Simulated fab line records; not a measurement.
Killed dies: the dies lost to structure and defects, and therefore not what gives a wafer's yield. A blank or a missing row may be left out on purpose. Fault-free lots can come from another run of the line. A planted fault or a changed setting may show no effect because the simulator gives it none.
Struck lot and sound lot, side by side | flow sky130 | 36 out of 708 route steps
Sound: wafers L497.1, L497.3, L497.5. The struck wafers were L487.1, L487.3, L487.5. The cause is given at the end.
Per side, at each step with rows, come the tool, then ch with its chambers, and then its first start. Under that, the readings that differ: sound wafers | struck wafers | difference of the means | sigmas: that difference in standard deviations of wafers without a fault.
alike: readings with means less than 2 such deviations apart, plus words and numbers identical on both sides. not compared: withheld readings, readings lacking a value on some wafer, bounds such as >300 that could conceal the same value, and numbers that have no deviation in the record and whose values overlap.
Wherever a step has rows on one side only, a row that says differs or no value, or a row with sigmas, the two part there. Numbers that don't overlap but have no deviation are shown without sigmas and don't part them. A reading that every wafer of one side lacks parts them only if that side has two wafers or more.

first, 10 steps without rows for these wafers: SKY_GATE_OXIDE_COAT_05 (resist thk 1140 nm); SKY_GATE_OXIDE_SOFTBAKE_06 (time 60 s); SKY_GATE_OXIDE_EXPOSE_07 (exposes mask LVOM, target cd 600 nm); SKY_GATE_OXIDE_PEB_08; SKY_GATE_OXIDE_DEVELOP_09 (develop time 60 s); SKY_GATE_OXIDE_IMPLANT_11; SKY_GATE_OXIDE_WET_ETCH_12 (etches SiO2 in dHF, target depth 16.8 nm, time 336 s); SKY_GATE_OXIDE_STRIP_13 (strips in O2/N2); SKY_GATE_OXIDE_CLEAN_15 (cleans in SC1/SC2, time 150 s); SKY_GATE_OXIDE_OXIDATION_16 (stabilise 600 s, purge 300 s, target thk 3.57 nm).
SKY_POLY_GATE_CVD_00: deposits poly-Si, target thk 180 nm, time 720 s.
  sound on lpcvd-01 ch 1, day 22 02:05; struck on lpcvd-01 ch 1, day 18 08:57
  reading                                       | sound             | struck            | difference | sigmas
  spike-tc-centre-C (C)                         | 618.3 618.2 618.1 | 610.8 608.8 610.7 | -8.1       | -5
  spike-tc-lower-C (C)                          | 619.6 619.0 619.1 | 609.7 612.4 609.5 | -8.7       | -8
  spike-tc-top-C (C)                            | 640.9 639.6 639.7 | 633.0 631.7 632.0 | -7.8       | -5
  spike-tc-upper-C (C)                          | 617.7 617.6 617.3 | 610.9 610.8 611.6 | -6.4       | -5
  model.poly-Si_of_POLY_GATE_CVD_00.thk-nm (nm) | 181.8 180.2 181.8 | 145.1 145.4 143.2 | -36.7      |
  alike: zone-power-centre-pct
SKY_POLY_GATE_THK_MEAS_01:
  struck on film-metro-02, day 18 10:09; sound on film-metro-04, day 22 03:17
  reading                   | sound             | struck            | difference | sigmas
  POLY_GATE_CVD_00_THK (nm) | 181.8 180.1 181.7 | 145.2 145.3 143.2 | -36.6      | -26
then, 9 steps without rows for these wafers: SKY_RES_PROTECT_DEHYDRATE_00 (time 60 s); SKY_RES_PROTECT_HMDS_01 (prime time 60 s); SKY_RES_PROTECT_COAT_02 (resist thk 1140 nm); SKY_RES_PROTECT_SOFTBAKE_03 (time 60 s); SKY_RES_PROTECT_EXPOSE_04 (exposes mask RPM, target cd 1270 nm); SKY_RES_PROTECT_PEB_05; SKY_RES_PROTECT_DEVELOP_06 (develop time 60 s); SKY_POLY_GATE_IMPLANT_02; SKY_RES_PROTECT_STRIP_07 (strips in O2/N2).
SKY_RES_PROTECT_CLEAN_09: cleans in SC1/SC2, time 150 s.
  sound on wet-bench-04 ch 2, day 23 10:08; struck on wet-bench-02 ch 2, day 19 16:02
  reading                                       | sound             | struck            | difference | sigmas
  model.poly-Si_of_POLY_GATE_CVD_00.thk-nm (nm) | 181.2 179.6 181.2 | 144.5 144.7 142.6 | -36.7      |
then, 11 steps without rows for these wafers: SKY_POLY_GATE_CVD_03 (deposits Si3N4 from DCS/NH3, target thk 75 nm, time 1290 s); SKY_POLY_GATE_DEHYDRATE_05 (time 60 s); SKY_POLY_GATE_HMDS_06 (prime time 60 s); SKY_POLY_GATE_COAT_07 (resist thk 110 nm); SKY_POLY_GATE_COAT_08 (resist thk 450 nm); SKY_POLY_GATE_SOFTBAKE_09 (time 90 s); SKY_POLY_GATE_EXPOSE_10 (exposes mask P1M, target cd 150 nm); SKY_POLY_GATE_PEB_11; SKY_POLY_GATE_DEVELOP_12 (develop time 60 s); SKY_POLY_GATE_ETCH_15 (etches BARC in N2/H2, stops on SiO2, time 118.5 s, target depth 110 nm); SKY_POLY_GATE_ETCH_16 (etches Si3N4 in CH3F/O2, stops on poly-Si, time 147.5 s, target depth 75 nm).
SKY_POLY_GATE_ETCH_17: etches poly-Si in HBr/Cl2, stops on SiO2, target depth 180 nm, time 70.5 s.
  sound on rie-si-02 ch 0,1,3, day 24 18:00; struck on rie-si-02 ch 0,3, day 21 00:15
  reading                               | sound             | struck            | difference | sigmas
  oes-product-au (a.u.)                 | 0.998 0.988 0.983 | 0.856 0.863 0.845 | -0.135     | -16
  model.etch.depth-nm (nm)              | 181.2 179.6 178.8 | 144.5 144.7 142.6 | -35.9      |
  model.POLY_GATE.feature-depth-nm (nm) | 181.2 179.6 178.8 | 144.5 144.7 142.6 | -35.9      |
  alike: drypump-motor-current-A, throttle-valve-pct
  not compared: rf-hours-counter-h
then, 1 step without rows for these wafers: SKY_POLY_GATE_STRIP_18 (strips in O2/N2).
-- record jumps: 28 days separate the struck wafers' starts on either side; left off in module POLY_GATE, taken up again in module PAD_OPEN, whose first shown step is the route's number 708 --
SKY_PAD_OPEN_PROBE_99:
  struck on prober-01, day 49 01:23; sound on prober-01, day 50 23:29
  reading                             | sound             | struck            | difference | sigmas
  model.etest.res-high-po.line-ohm-um | 766.6 793.1 762.5 | 867.7 897.4 894.5 | +112.5     |
  model.etest.res-poly.line-ohm-um    | 539.4 557.9 529.5 | 586.8 636.8 648   | +81.6      |
  model.etest.tip-sonos.rs-ohm-sq     | 2702 2706 2700    | 2517 2515 2601    | -158       |
  model.etest.res-high-po.rs-ohm-sq   | 268.7 269.8 269.4 | 308.7 310.1 312.4 | +41.1      |
  model.etest.res-poly.rs-ohm-sq      | 48.79 49.55 49.04 | 58.07 58.95 59.69 | +9.78      |
  model.etest.cap-li-to-poly.c-af-um2 | 100.5 97.83 101.3 | 90.48 90.64 88.87 | -9.88      |
  alike: killed_at_M0_to_M3, killed_at_M4_up, killed-at-contacts, killed-at-front-end, killed-at-other, killed-dies, killed-on-rim, killed-open, killed-short

WHERE THEY PART
First at SKY_POLY_GATE_CVD_00; last, within this record, at SKY_POLY_GATE_ETCH_17. Later steps at which nothing parts them and some readings are alike: SKY_PAD_OPEN_PROBE_99.

WHY: whatever the simulator had introduced
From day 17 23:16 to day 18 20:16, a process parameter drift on lpcvd-01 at SKY_POLY_GATE_CVD_00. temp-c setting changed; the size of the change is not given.
